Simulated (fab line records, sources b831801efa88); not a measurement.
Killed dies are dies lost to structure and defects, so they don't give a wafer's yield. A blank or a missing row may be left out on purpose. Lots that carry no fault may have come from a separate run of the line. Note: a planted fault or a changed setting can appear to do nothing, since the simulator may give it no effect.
fab line records	flow sky130
record lots=15	wafers=44	last-day=50
route steps=708 shown VT_ADJUST_PCH@153 SONOS_ONO@171 POLY_GATE@231
lots untouched by any fault: they come from a run of this same line in which no faults occurred
start-h: the number of hours between the record's first day and the start of the first shown wafer of the lot	wait-h: hours since the lot's step before	" identical to the entry in the row above	L1.1+2: a single row standing in for several wafers	- no value, or no start was given	* or withheld: withheld	< > ~ a bound
route shown NAME@n: names a module that has steps shown in the file, with the first one's number in the route	usual: mean and standard deviation over wafers with no fault	same: alike in all rows	chamber/n: place in a boat	sites: each site's reading	_std_site: how widely they spread, as a standard deviation	_edge_site: the outer-site mean with the inner-site mean subtracted	radius-mm: how far each site lies from the wafer's centre	mask NAME#n: copy n	behind: the tool/chamber that last shaped the wafer	hold: the reason the lot was held/the length of the hold in hours/how it ended	device: whichever transistor did not switch (one of n, p or np)	end of line: the tests these same wafers got at the end of their route	step lacking rows: just its recipe	killed: dies that structure and defects cost at the first sort, which is not the same as the wafer's yield	map: per-die view of a wafer (x killed, . not killed, _ where there is no die)
set.NAME: setting as actually run; set.NAME@STEP: the setting as run at that earlier step	model.NAME: the simulator's own value behind a step, which no gauge read
the route's steps for a sample of lots (tables are steps, rows are wafers)
services: from which hour (start-h, from the record's first day; less than 0 if before it) a tool's chamber was out of use, for how many hours, and why
## steps
# step SKY_VT_ADJUST_PCH_TW_MEAS_10
# usual VT_ADJUST_PCH_TW=142.6/1.6
lot.wafer	tool	chamber	start-h	wait-h	VT_ADJUST_PCH_TW
L461.1	film-metro-02	-	223.63	0.1	139.6
L461.5	"	-	"	"	139.3
L461.6	"	-	"	"	140.5
L462.2	film-metro-04	-	227.61	0.1	143.7
L462.4	"	-	"	"	144.6
L462.6	"	-	"	"	143.7
L464.2	film-metro-03	-	248.99	0.1	143.9
L464.5	"	-	"	"	144.0
L464.6	"	-	"	"	143.1
L465.1	film-metro-02	-	255.10	0.1	141.4
L465.2	"	-	"	"	142.0
L465.6	"	-	"	"	142.4
L466.1	film-metro-04	-	261.58	0.1	143.4
L466.5	"	-	"	"	143.4
L466.6	"	-	"	"	143.3
L467.3	film-metro-03	-	270.42	0.1	142.8
L467.4	"	-	"	"	142.5
L467.5	"	-	"	"	142.9
L468.3	film-metro-04	-	275.22	0.1	143.2
L468.4	"	-	"	"	143.5
L468.5	"	-	"	"	144.1
L470.2	film-metro-02	-	290.51	0.1	141.4
L470.6	"	-	"	"	140.2
L476.2	film-metro-04	-	338.89	0.1	143.8
L476.4	"	-	"	"	145.1
L476.6	"	-	"	"	144.9
L477.3	film-metro-02	-	345.20	0.1	140.8
L477.4	"	-	"	"	140.9
L477.6	"	-	"	"	140.2
L478.4	film-metro-04	-	354.43	0.1	144.4
L478.5	"	-	"	"	145.2
L478.6	"	-	"	"	144.2
L480.2	film-metro-04	-	371.19	0.1	143.4
L480.3	"	-	"	"	143.0
L480.6	"	-	"	"	143.5
L481.2	film-metro-02	-	380.96	0.1	140.3
L481.3	"	-	"	"	140.8
L481.5	"	-	"	"	140.3
L482.1	film-metro-03	-	388.95	0.1	143.8
L482.3	"	-	"	"	143.9
L482.5	"	-	"	"	143.2
L484.2	film-metro-03	-	405.54	0.1	144.5
L484.4	"	-	"	"	143.9
L484.5	"	-	"	"	143.9
# step SKY_SONOS_ONO_THK_MEAS_03
# recipe reads=Si3N4_of_SONOS_ONO_CVD_02
# usual SONOS_ONO_CVD_02_THK=10.51/0.15
lot.wafer	tool	chamber	start-h	wait-h	SONOS_ONO_CVD_02_THK[nm]
L461.1	film-metro-01	-	252.11	0.0	10.30
L461.5	"	-	"	"	10.26
L461.6	"	-	"	"	10.25
L462.2	film-metro-02	-	256.32	0.0	10.24
L462.4	"	-	"	"	10.24
L462.6	"	-	"	"	10.12
L464.2	film-metro-02	-	277.91	0.0	10.49
L464.5	"	-	"	"	10.40
L464.6	"	-	"	"	10.40
L465.1	film-metro-03	-	283.82	0.0	10.76
L465.2	"	-	"	"	10.69
L465.6	"	-	"	"	10.69
L466.1	film-metro-01	-	290.88	0.0	10.62
L466.5	"	-	"	"	10.51
L466.6	"	-	"	"	10.56
L467.3	film-metro-02	-	298.01	0.0	10.52
L467.4	"	-	"	"	10.41
L467.5	"	-	"	"	10.64
L468.3	film-metro-02	-	302.53	0.0	10.40
L468.4	"	-	"	"	10.23
L468.5	"	-	"	"	10.27
L470.2	film-metro-01	-	320.64	0.0	10.63
L470.6	"	-	"	"	10.58
L476.2	film-metro-02	-	370.80	0.0	10.40
L476.4	"	-	"	"	10.29
L476.6	"	-	"	"	10.53
L477.3	film-metro-02	-	376.76	0.0	10.40
L477.4	"	-	"	"	10.62
L477.6	"	-	"	"	10.46
L478.4	film-metro-01	-	386.85	0.0	10.41
L478.5	"	-	"	"	10.41
L478.6	"	-	"	"	10.49
L480.2	film-metro-03	-	405.04	0.0	10.41
L480.3	"	-	"	"	10.25
L480.6	"	-	"	"	10.33
L481.2	film-metro-01	-	417.16	0.0	10.49
L481.3	"	-	"	"	10.31
L481.5	"	-	"	"	10.44
L482.1	film-metro-03	-	428.58	0.0	10.56
L482.3	"	-	"	"	10.60
L482.5	"	-	"	"	10.57
L484.2	film-metro-03	-	440.70	0.0	10.73
L484.4	"	-	"	"	10.69
L484.5	"	-	"	"	10.52
# step SKY_SONOS_ONO_OVL_MEAS_14
# usual SONOS_ONO_OVL=-0.6/1.5
lot.wafer	tool	chamber	start-h	wait-h	SONOS_ONO_OVL[nm]
L461.1	overlay-01	-	276.77	0.1	-0.2
L461.5	"	-	"	"	-0.9
L461.6	"	-	"	"	0.1
L462.2	overlay-02	-	281.42	0.1	0.1
L462.4	"	-	"	"	-0.4
L462.6	"	-	"	"	-0.2
L464.2	overlay-02	-	303.82	0.1	-2.9
L464.5	"	-	"	"	-0.2
L464.6	"	-	"	"	-0.7
L465.1	overlay-02	-	310.56	0.1	2.0
L465.2	"	-	"	"	0.2
L465.6	"	-	"	"	0.0
L466.1	overlay-01	-	317.47	0.1	-1.2
L466.5	"	-	"	"	0.0
L466.6	"	-	"	"	1.6
L467.3	overlay-02	-	325.13	0.1	-0.3
L467.4	"	-	"	"	0.5
L467.5	"	-	"	"	0.7
L468.3	overlay-02	-	330.73	0.1	-0.1
L468.4	"	-	"	"	-0.4
L468.5	"	-	"	"	0.3
L470.2	overlay-01	-	349.02	0.1	-1.3
L470.6	"	-	"	"	-2.6
L476.2	overlay-02	-	401.27	0.1	-1.7
L476.4	"	-	"	"	-1.3
L476.6	"	-	"	"	-1.2
L477.3	overlay-01	-	407.68	0.1	-1.0
L477.4	"	-	"	"	1.8
L477.6	"	-	"	"	2.3
L478.4	overlay-01	-	416.94	0.1	-0.5
L478.5	"	-	"	"	-0.2
L478.6	"	-	"	"	-1.5
L480.2	overlay-02	-	437.02	0.1	1.2
L480.3	"	-	"	"	1.8
L480.6	"	-	"	"	1.6
L481.2	overlay-02	-	448.52	0.1	-0.5
L481.3	"	-	"	"	0.6
L481.5	"	-	"	"	-0.1
L482.1	overlay-01	-	460.02	0.1	-1.2
L482.3	"	-	"	"	-2.2
L482.5	"	-	"	"	-0.9
L484.2	overlay-01	-	473.22	0.1	-2.8
L484.4	"	-	"	"	-1.6
L484.5	"	-	"	"	-1.1
# step SKY_POLY_GATE_ETCH_17
# recipe target-depth-nm=180	stop-on=SiO2	over-etch-frac=0.56667	chemistry=HBr/Cl2	target=poly-Si	icp-w=400	bias-w=100	pressure-mtorr=10	HBr_flow_sccm=150	Cl2_flow_sccm=50	time-s=70.5
# usual bias-w=99.99/0.28	drypump-motor-current-A=5.7/0.31	mfc-cl2-sccm=50.00/0.14	oes-product-au=0.983/0.0052	throttle-valve-pct=33.684/0.0089
lot.wafer	tool	chamber	start-h	wait-h	bias-w	drypump-motor-current-A	mfc-cl2-sccm	oes-product-au	rf-hours-counter-h	throttle-valve-pct
L461.1	rie-si-01	2	364.03	0.0	100.32	5.7	50.07	0.988	1	33.674
L461.5	"	2	"	"	100.36	5.7	50.05	0.982	-	33.675
L461.6	"	3	"	"	99.91	5.7	49.95	0.987	-	33.686
L462.2	rie-si-01	2	368.38	0.0	100.37	5.7	49.82	0.976	1	33.672
L462.4	"	3	"	"	99.70	5.8	50.01	0.986	1	33.684
L462.6	"	1	"	"	99.98	5.6	49.87	0.982	-	33.686
L464.2	rie-si-02	3	395.90	0.0	100.00	5.2	50.07	0.991	6	33.683
L464.5	"	1	"	"	99.60	5.9	49.80	0.984	-	33.675
L464.6	"	2	"	"	99.55	6.3	49.98	0.985	-	33.681
L465.1	rie-si-02	0	402.45	0.0	100.47	5.9	49.84	0.987	64	33.667
L465.2	"	1	"	"	100.48	5.8	49.99	0.983	2	33.690
L465.6	"	1	"	"	100.29	5.9	49.85	0.992	-	33.680
L466.1	rie-si-02	1	408.53	0.0	100.09	5.8	50.17	0.966	2	33.697
L466.5	"	2	"	"	99.58	6.3	50.02	0.987	-	33.692
L466.6	"	1	"	"	99.87	5.8	50.01	0.832	-	33.677
L467.3	rie-si-01	0	418.18	0.0	99.91	5.5	49.88	0.975	3	33.693
L467.4	"	2	"	"	100.11	5.7	50.22	0.981	-	33.675
L467.5	"	0	"	"	100.11	5.5	50.13	0.982	-	33.687
L468.3	rie-si-02	3	425.93	0.0	99.66	5.2	50.06	0.987	6	33.699
L468.4	"	1	"	"	99.76	5.8	50.05	0.823	3	33.684
L468.5	"	0	"	"	99.86	5.9	50.25	0.975	-	33.683
L470.2	rie-si-02	0	445.98	0.0	99.53	5.9	49.87	0.981	64	33.691
L470.6	"	0	"	"	99.71	5.9	50.04	0.826	-	33.675
L476.2	rie-si-02	0	504.88	0.0	100.00	5.9	49.92	0.976	0	33.681
L476.4	"	2	"	"	100.29	6.3	50.19	0.989	2	33.672
L476.6	"	3	"	"	100.16	5.2	50.22	0.978	-	33.692
L477.3	rie-si-01	0	509.23	0.0	99.86	5.5	49.89	0.992	4	33.706
L477.4	"	1	"	"	99.75	5.6	50.09	0.984	5	33.678
L477.6	"	1	"	"	100.15	5.6	50.23	0.989	-	33.683
L478.4	rie-si-02	3	518.76	0.1	99.59	5.1	49.87	0.985	-	33.692
L478.5	"	2	"	"	100.19	6.3	50.18	0.985	-	33.694
L478.6	"	0	"	"	99.93	5.9	50.13	0.983	-	33.665
L480.2	rie-si-02	1	541.28	0.0	99.48	5.9	49.89	0.978	3	33.685
L480.3	"	3	"	"	100.28	5.2	49.95	0.983	7	33.682
L480.6	"	0	"	"	99.71	5.9	49.62	0.980	-	33.688
L481.2	rie-si-01	3	548.45	0.0	99.89	5.8	49.97	0.990	2	33.677
L481.3	"	2	"	"	99.74	5.7	50.09	0.983	2	33.684
L481.5	"	1	"	"	100.28	5.6	49.99	0.993	-	33.690
L482.1	rie-si-02	2	558.08	0.0	99.97	6.3	49.86	0.977	2	33.685
L482.3	"	0	"	"	100.38	5.9	50.18	0.982	0	33.695
L482.5	"	0	"	"	100.25	5.9	50.05	0.989	-	33.684
L484.2	rie-si-02	2	574.98	0.0	99.92	6.3	49.82	0.993	2	33.681
L484.4	"	3	"	"	100.00	5.2	50.11	0.985	7	33.687
L484.5	"	3	"	"	99.78	5.1	50.00	0.987	-	33.677
# step SKY_POLY_GATE_STRIP_18
# recipe chemistry=O2/N2	power-w=1400	pressure-mtorr=1500	platen-temp-c=withheld	o2-flow-sccm=3000	n2-flow-sccm=300	overash-fraction=0.5
# usual drypump-motor-current-A=5.8/0.42	oes-product-au=0.362/0.0047	strip-time-to-endpoint-s=3.19/0.031
lot.wafer	tool	chamber	start-h	wait-h	drypump-motor-current-A	oes-product-au	rf-hours-counter-h	strip-time-to-endpoint-s
L461.1	plasma-asher-01	0	364.08	0.0	6.6	0.364	24	3.21
L461.5	"	1	"	"	5.0	0.362	-	3.16
L461.6	"	0	"	"	6.6	0.351	-	3.15
L462.2	plasma-asher-02	1	368.43	0.0	6.2	0.361	55	3.21
L462.4	"	1	"	"	6.2	0.365	-	3.19
L462.6	"	1	"	"	6.2	0.363	-	3.18
L464.2	plasma-asher-02	1	395.95	0.0	6.2	0.357	57	3.17
L464.5	"	0	"	"	5.9	0.363	-	3.20
L464.6	"	1	"	"	6.2	0.355	-	3.23
L465.1	plasma-asher-02	1	402.50	0.0	6.2	0.359	58	3.18
L465.2	"	0	"	"	5.9	0.360	58	3.18
L465.6	"	1	"	"	6.2	0.361	-	3.18
L466.1	plasma-asher-02	0	408.59	0.0	5.9	0.364	59	3.18
L466.5	"	1	"	"	6.2	0.360	-	3.16
L466.6	"	0	"	"	5.9	0.373	-	3.38
L467.3	plasma-asher-01	1	418.27	0.1	5.0	0.368	-	3.21
L467.4	"	0	"	"	6.6	0.363	-	3.18
L467.5	"	1	"	"	4.9	0.369	-	3.20
L468.3	plasma-asher-04	1	426.02	0.1	5.5	0.367	-	3.18
L468.4	"	0	"	"	5.3	0.370	-	3.48
L468.5	"	0	"	"	5.3	0.368	-	3.20
L470.2	plasma-asher-02	1	446.04	0.0	6.2	0.351	63	3.25
L470.6	"	1	"	"	6.2	0.368	-	3.46
L476.2	plasma-asher-02	1	504.93	0.0	6.2	0.364	69	3.16
L476.4	"	0	"	"	5.9	0.361	-	3.17
L476.6	"	0	"	"	5.9	0.359	-	3.13
L477.3	plasma-asher-02	0	509.32	0.1	5.9	0.362	-	3.20
L477.4	"	1	"	"	6.2	0.370	-	3.22
L477.6	"	0	"	"	5.9	0.368	-	3.20
L478.4	plasma-asher-02	1	518.82	0.0	6.2	0.359	-	3.19
L478.5	"	1	"	"	6.2	0.364	-	3.19
L478.6	"	0	"	"	5.9	0.362	-	3.21
L480.2	plasma-asher-02	0	541.33	0.0	5.9	0.360	72	3.21
L480.3	"	1	"	"	6.2	0.363	-	3.20
L480.6	"	1	"	"	6.2	0.362	-	3.24
L481.2	plasma-asher-02	0	548.50	0.0	5.9	0.364	73	3.17
L481.3	"	0	"	"	5.9	0.353	-	3.13
L481.5	"	0	"	"	5.9	0.356	-	3.12
L482.1	plasma-asher-04	1	558.13	0.0	5.5	0.366	86	3.18
L482.3	"	1	"	"	5.5	0.368	-	3.16
L482.5	"	0	"	"	5.3	0.364	-	3.17
L484.2	plasma-asher-04	1	575.04	0.0	5.5	0.361	88	3.21
L484.4	"	0	"	"	5.3	0.366	-	3.24
L484.5	"	0	"	"	5.3	0.364	-	3.25
## services
tool	chamber	start-h	hours	kind
plasma-asher-04	-	362.96	6.6	repair
plasma-asher-02	-	380.16	2.7	repair
rie-si-01	3	388.89	29.9	repair
plasma-asher-01	-	421.54	2.8	pm
rie-si-01	0	429.29	2.9	repair
rie-si-02	0	462.25	-	clean
rie-si-02	0	462.25	18.5	scheduled-down
rie-si-02	0	462.25	18.5	vent-cycle
rie-si-02	1	517.39	2.2	repair
rie-si-01	0	522.96	15.4	repair
rie-si-02	2	527.38	10.9	repair
plasma-asher-01	-	565.19	33.9	repair
## key
first-sign step=SKY_POLY_GATE_ETCH_17	reading=oes-product-au	direction=down	sigmas=30	usual=0.983	struck=0.827
effect step=SKY_POLY_GATE_STRIP_18	reading=strip-time-to-endpoint-s	direction=up	sigmas=8.1	usual=*	struck=*
met-at SKY_POLY_GATE_ETCH_17
struck-lots L466,L468,L470
struck-wafers L466.6,L468.4,L470.6
later-rows-left-out L466.6,L468.4,L470.6
sort-left-out L466.6,L468.4,L470.6
tester-left-out L466,L468,L470
not-acting-at SKY_VT_ADJUST_PCH_TW_MEAS_10,SKY_SONOS_ONO_THK_MEAS_03,SKY_SONOS_ONO_OVL_MEAS_14
onset-between 402.45 408.53
fault kind=process-parameter-drift	tool=rie-si-02	chamber=-	onset-h=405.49	steps=SKY_POLY_GATE_ETCH_17	channel=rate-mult	offset=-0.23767	shape=step	end-h=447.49	scope=struck-wafers-only
# tester-left-out: of these lots the tester's yield and bins aren't shown, on N5 and GAA mostly nor the transistor test; their killed dies are dies lost to structure and defects alone, not to doping, threshold or leakage, so they don't give the yield
# sort-left-out: the simulated sort isn't trusted on such a fault, so these wafers' sort isn't shown, and their yield isn't known
# later-rows-left-out: the simulator's readings of these wafers behind a module that went badly wrong aren't trusted and aren't shown, but for the sort
